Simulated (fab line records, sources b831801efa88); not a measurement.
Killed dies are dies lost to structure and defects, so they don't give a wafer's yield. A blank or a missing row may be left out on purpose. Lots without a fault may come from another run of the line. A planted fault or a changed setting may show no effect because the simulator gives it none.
A struck lot beside a sound one | flow sky130 | 24 steps out of a route of 708
Sound: wafers L573.3, L573.5, L573.6. Struck: wafers L562.3, L562.4, L562.6. The cause comes at the end.
At each step with rows: each side's tool, then ch and its chambers, then its first start. Under that, the readings that differ: sound wafers | struck wafers | difference of the means | sigmas: that difference in standard deviations of wafers without a fault.
alike: readings whose means differ by less than 2 such deviations, and words and numbers that are the same on both sides. not compared: withheld readings, readings that some wafer has no value for, bounds like >300 that may hide the same value, and numbers for which the record gives no deviation and whose values overlap.
The two part at a step that has a row with sigmas, a row that says differs or no value, or rows on one side only. Numbers that don't overlap but have no deviation are shown without sigmas and don't part them. A reading that every wafer of one side lacks parts them only if that side has two wafers or more.

first, 2 steps without rows for these wafers: SKY_POLY_GATE_CLEAN_19 (cleans in SC1/SC2, time 150 s); SKY_POLY_GATE_OXIDATION_20 (stabilise 600 s, purge 300 s, target thk 4 nm).
SKY_POLY_GATE_THK_MEAS_21:
  sound on film_metro-03, day 24 09:27; struck on film_metro-03, day 20 02:05
  alike: POLY_GATE_OXIDATION_THK
SKY_POLY_GATE_CD_MEAS_22:
  sound on cd_sem-02, day 24 09:32; struck on cd_sem-02, day 20 02:11
  alike: cd_nm
then, 7 steps without rows for these wafers: SKY_LDD_N_DEHYDRATE_00 (time 60 s); SKY_LDD_N_HMDS_01 (prime time 60 s); SKY_LDD_N_COAT_02 (resist thk 300 nm); SKY_LDD_N_SOFTBAKE_03 (time 60 s); SKY_LDD_N_EXPOSE_04 (exposes mask NTM, target cd 840 nm); SKY_LDD_N_PEB_05; SKY_LDD_N_DEVELOP_06 (develop time 60 s).
SKY_LDD_N_OVL_MEAS_07:
  sound on overlay-02, day 25 15:36; struck on overlay-01, day 21 08:18
  alike: LDD_N_OVL
SKY_LDD_N_IMPLANT_08:
  sound on implanter-01 ch 0, day 25 15:40; struck on implanter-01 ch 0, day 21 08:22
  reading            | sound                       | struck                           | difference  | sigmas
  beam_on_s (s)      | 9.85 10.03 9.82             | 58.08 57.52 57.05                | +47.65      | +99 or more
  dose_ions_cm2      | 7.503e+13 7.5e+13 7.494e+13 | 6.2393e+14 6.2397e+14 6.2388e+14 | +5.4894e+14 | +99 or more
  faraday_current_uA | 429 423 429                 | 609 611 615                      | +185        | +22
then, 7 steps without rows for these wafers: SKY_LDD_N_IMPLANT_09; SKY_LDD_N_IMPLANT_10; SKY_LDD_N_IMPLANT_11; SKY_LDD_N_IMPLANT_12; SKY_LDD_N_IMPLANT_13; SKY_LDD_N_IMPLANT_14; SKY_LDD_N_IMPLANT_15.
SKY_LDD_N_STRIP_16: strips in O2/N2.
  sound on plasma_asher-03 ch 0,1, day 25 16:52; struck on plasma_asher-04 ch 0,1, day 21 09:34
  reading                      | sound             | struck            | difference | sigmas
  strip_time_to_endpoint_s (s) | 4.330 4.311 4.341 | 5.566 5.543 5.532 | +1.220     | +81
  alike: drypump_motor_current_A, oes_product_au
  not compared: rf_hours_counter_h
SKY_LDD_N_TW_MEAS_17:
  sound on film_metro-01, day 25 16:56; struck on film_metro-03, day 21 09:38
  reading  | sound          | struck         | difference | sigmas
  LDD_N_TW | 2543 2549 2540 | 3008 2991 3007 | +458       | +21
then, 1 step without rows for these wafers: SKY_LDD_P_DEHYDRATE_00 (time 60 s).
-- the record jumps here: 27 days lie between the struck wafers' starts before and after (it left off in module LDD_P and takes up again in module PAD_OPEN, whose first step shown is number 708 of the route) --
SKY_PAD_OPEN_PROBE_99:
  sound on prober-01, day 50 18:02; struck on prober-01, day 48 05:37
  reading                                   | sound             | struck            | difference | sigmas
  killed_at_M4_up                           | 3 1 2             | 9 5 5             | +4         | +2
  model.etest.tip_n.rs_ohm_sq               | 448.4 446.4 449.6 | 262.5 263 263.7   | -185.1     |
  model.etest.nfet_01v8.r_on_ohm_um         | 852.8 856.6 851.5 | 761 755.3 767.2   | -92        |
  model.etest.nfet_01v8_lvt.drive_ua_um     | 555.8 551.2 556   | 640.4 652 628.1   | +85.8      |
  model.etest.nfet_01v8.drive_ua_um         | 487.6 481 481.8   | 564.7 572.6 559.5 | +82.1      |
  model.etest.nfet_01v8_turned.drive_ua_um  | 486.8 482.4 477.2 | 561.9 570 555.4   | +80.3      |
  model.etest.sram_nfet_pass.drive_ua_um    | 476.2 472.5 472.2 | 539.1 563.5 532.5 | +71.4      |
  model.etest.nfet_01v8_swapped.drive_ua_um | 487.4 481.4 477.9 | 550.9 555.5 542.9 | +67.5      |
  model.etest.licon_ndiff.rc_ohm            | 188 181.5 182.1   | 172.8 178.9 175.6 | -8.1       |
  alike: killed_at_M0_to_M3, killed_at_contacts, killed_at_front_end, killed_at_other, killed_dies, killed_open, killed_short

WHERE THEY PART
First at SKY_LDD_N_IMPLANT_08; last, within this record, at SKY_PAD_OPEN_PROBE_99.

WHY: what the simulator had put in
Process parameter drift: implanter-01, from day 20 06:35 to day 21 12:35, at SKY_LDD_N_IMPLANT_08. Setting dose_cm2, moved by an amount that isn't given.
